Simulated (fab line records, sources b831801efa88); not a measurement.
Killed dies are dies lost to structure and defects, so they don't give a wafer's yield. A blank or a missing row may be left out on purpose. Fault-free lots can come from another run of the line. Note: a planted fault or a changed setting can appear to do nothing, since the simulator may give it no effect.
Matching of chambers | flow sky130 | SKY_FIELD_ISO_CMP_27 on cmp-02 has 4 sister chambers
The step polishes, stops on Si3N4, t overpolish 16 s, target thk 457.8 nm. 8 wafers are shown with their chamber, then 7 later ones without.

## WAFERS, EACH WITH ITS CHAMBER
wafer  | chamber | motorCurrentA (A) | timeToEndpointS (s)
L906.3 | 3       | 11.1              | 103
L906.4 | 1       | 13.5              | 111
L917.4 | 1       | 14.5              | 107
L923.1 | 0       | 12.1              | 106
L923.2 | 2       | 11.5              | 107
L923.4 | 3       | 11.6              | 101
L920.3 | 0       | 13.0              | 107
L920.4 | 2       | 11.2              | 102

## WAFERS MISSING THEIR CHAMBER
wafer  | motorCurrentA (A) | timeToEndpointS (s)
L920.6 | 14.5              | 105
L922.2 | 12.3              | 110
L922.3 | 13.7              | 106
L922.4 | 10.6              | 107
L919.2 | 11.3              | 107
L919.5 | 12.1              | 111
L919.6 | 10.9              | 103

## WHICH CHAMBER EACH ONE RAN IN
wafer  | from the rows above               | in truth
L920.6 | can't be placed: 1 or 0           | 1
L922.2 | can't be placed: 0 or 2 or 1      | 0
L922.3 | can't be placed: 1 or 0           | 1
L922.4 | can't be placed: 2 or 3 or 0      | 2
L919.2 | can't be placed: 2 or 3 or 0      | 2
L919.5 | can't be placed: 0 or 2 or 1 or 3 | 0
L919.6 | can't be placed: 3 or 2           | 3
Correctly placed: 0 of 7. Unplaceable from these rows: 7, with the true chamber sitting among the candidates in 7. Wrongly placed: 0.
How it was worked out, from the rows above alone: a wafer's distance from a chamber is the root of the sum, over the readings, of the square of ((its reading less the chamber's mean) divided by the reading's scatter). The wafer belongs to the nearest chamber; if the next one is less than 2 further off, it can't be placed. The mean given for a chamber averages the wafers shown for that chamber. The scatter: take each reading less its chamber's mean, square it, sum over the shown wafers, divide by the number of wafers less the number of chambers, and take the root.
